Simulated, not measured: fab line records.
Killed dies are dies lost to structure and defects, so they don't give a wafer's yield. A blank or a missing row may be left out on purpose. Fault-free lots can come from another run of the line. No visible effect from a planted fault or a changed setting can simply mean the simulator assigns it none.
Which tool was responsible? / flow sky130 / Sampling: 13 lots, 39 wafers, 2 of 708 route steps

== WHAT THE GAUGES READ, wafer by wafer ==
SKY_POLY_GATE_CD_MEAS_13: target cd 150 nm. Usual: cd_nm reads 149.4 nm (standard deviation 1.2).
lot=L719; measured=day 16 01:25; on=cd_sem-01; cd_nm (nm)=149.7 150.5 148.6; flag=
lot=L721; measured=day 16 23:10; on=cd_sem-02; cd_nm (nm)=147.9 149.0 148.0; flag=
lot=L720; measured=day 16 23:11; on=cd_sem-01; cd_nm (nm)=151.0 150.7 149.8; flag=
lot=L722; measured=day 17 16:19; on=cd_sem-01; cd_nm (nm)=151.6 151.9 152.2; flag=
lot=L724; measured=day 18 13:40; on=cd_sem-01; cd_nm (nm)=149.1 149.3 149.3; flag=
lot=L729; measured=day 20 13:40; on=cd_sem-02; cd_nm (nm)=149.8 149.9 149.5; flag=
lot=L731; measured=day 20 23:09; on=cd_sem-01; cd_nm (nm)=147.8 148.5 148.9; flag=
lot=L733; measured=day 21 13:30; on=cd_sem-01; cd_nm (nm)=148.5 148.0 148.1; flag=
lot=L737; measured=day 22 19:47; on=cd_sem-01; cd_nm (nm)=148.8 148.6 148.7; flag=
lot=L738; measured=day 23 11:31; on=cd_sem-02; cd_nm (nm)=148.7 149.7 149.1; flag=
lot=L740; measured=day 23 23:45; on=cd_sem-02; cd_nm (nm)=148.8 148.2 147.7; flag=
lot=L741; measured=day 24 11:05; on=cd_sem-01; cd_nm (nm)=148.1 148.4 148.0; flag=
lot=L742; measured=day 24 22:38; on=cd_sem-02; cd_nm (nm)=148.7 147.8 148.8; flag=

SKY_POLY_GATE_THK_MEAS_21. Usual: for POLY_GATE_OXIDATION_THK the level is 3.99 nm and the standard deviation is 0.068.
lot=L719; measured=day 16 03:11; on=film_metro-01; POLY_GATE_OXIDATION_THK (nm)=3.96 4.02 3.93; flag=
lot=L721; measured=day 17 01:37; on=film_metro-02; POLY_GATE_OXIDATION_THK (nm)=3.94 3.84 3.87; flag=
lot=L720; measured=day 17 00:57; on=film_metro-02; POLY_GATE_OXIDATION_THK (nm)=4.13 4.12 4.08; flag=
lot=L722; measured=day 17 19:49; on=film_metro-01; POLY_GATE_OXIDATION_THK (nm)=4.00 4.07 4.07; flag=
lot=L724; measured=day 18 15:37; on=film_metro-03; POLY_GATE_OXIDATION_THK (nm)=3.84 3.90 3.85; flag=
lot=L729; measured=day 20 15:28; on=film_metro-03; POLY_GATE_OXIDATION_THK (nm)=3.96 4.06 3.99; flag=
lot=L731; measured=day 21 00:57; on=film_metro-02; POLY_GATE_OXIDATION_THK (nm)=3.99 4.01 4.01; flag=
lot=L733; measured=day 21 15:18; on=film_metro-01; POLY_GATE_OXIDATION_THK (nm)=4.01 3.88 3.93; flag=
lot=L737; measured=day 22 22:23; on=film_metro-01; POLY_GATE_OXIDATION_THK (nm)=3.96 3.95 3.90; flag=
lot=L738; measured=day 23 13:22; on=film_metro-03; POLY_GATE_OXIDATION_THK (nm)=4.00 4.01 4.01; flag=
lot=L740; measured=day 24 01:32; on=film_metro-02; POLY_GATE_OXIDATION_THK (nm)=4.13 4.10 4.00; flag=
lot=L741; measured=day 24 12:58; on=film_metro-01; POLY_GATE_OXIDATION_THK (nm)=3.96 3.96 3.88; flag=
lot=L742; measured=day 25 00:25; on=film_metro-02; POLY_GATE_OXIDATION_THK (nm)=3.95 4.02 4.07; flag=

== TOOL THAT RAN EACH LOT (tool first, then ch and the chambers of the sampled wafers, then the start) ==
No process step before these readings appears in the record.

== WHAT THE TOOLS THEMSELVES READ (means of the sampled wafers that have a number; where no wafer has one, the mark that the record gives instead) ==
The record holds no such reading with a usual standard deviation.

== THE ANSWER, worked out from the rows above alone ==
Rule: take the mean of a lot's wafers that have a number; if it is more than 3 standard deviations from the usual mean, the lot is off. Also off: a lot with no number at a reading for which 4 or more lots have one. All remaining lots with rows at the step are treated as sound. The gauges are gone through in route order, then the tools' own readings, and for those a lot's mean is taken as printed above. The first step at which some lot is off is used, and at that step the reading that is off furthest; a lot without a number counts as furthest.
No lot is off at any reading shown: from this, nothing can be told.

== WHAT THE SIMULATOR PUT IN ==
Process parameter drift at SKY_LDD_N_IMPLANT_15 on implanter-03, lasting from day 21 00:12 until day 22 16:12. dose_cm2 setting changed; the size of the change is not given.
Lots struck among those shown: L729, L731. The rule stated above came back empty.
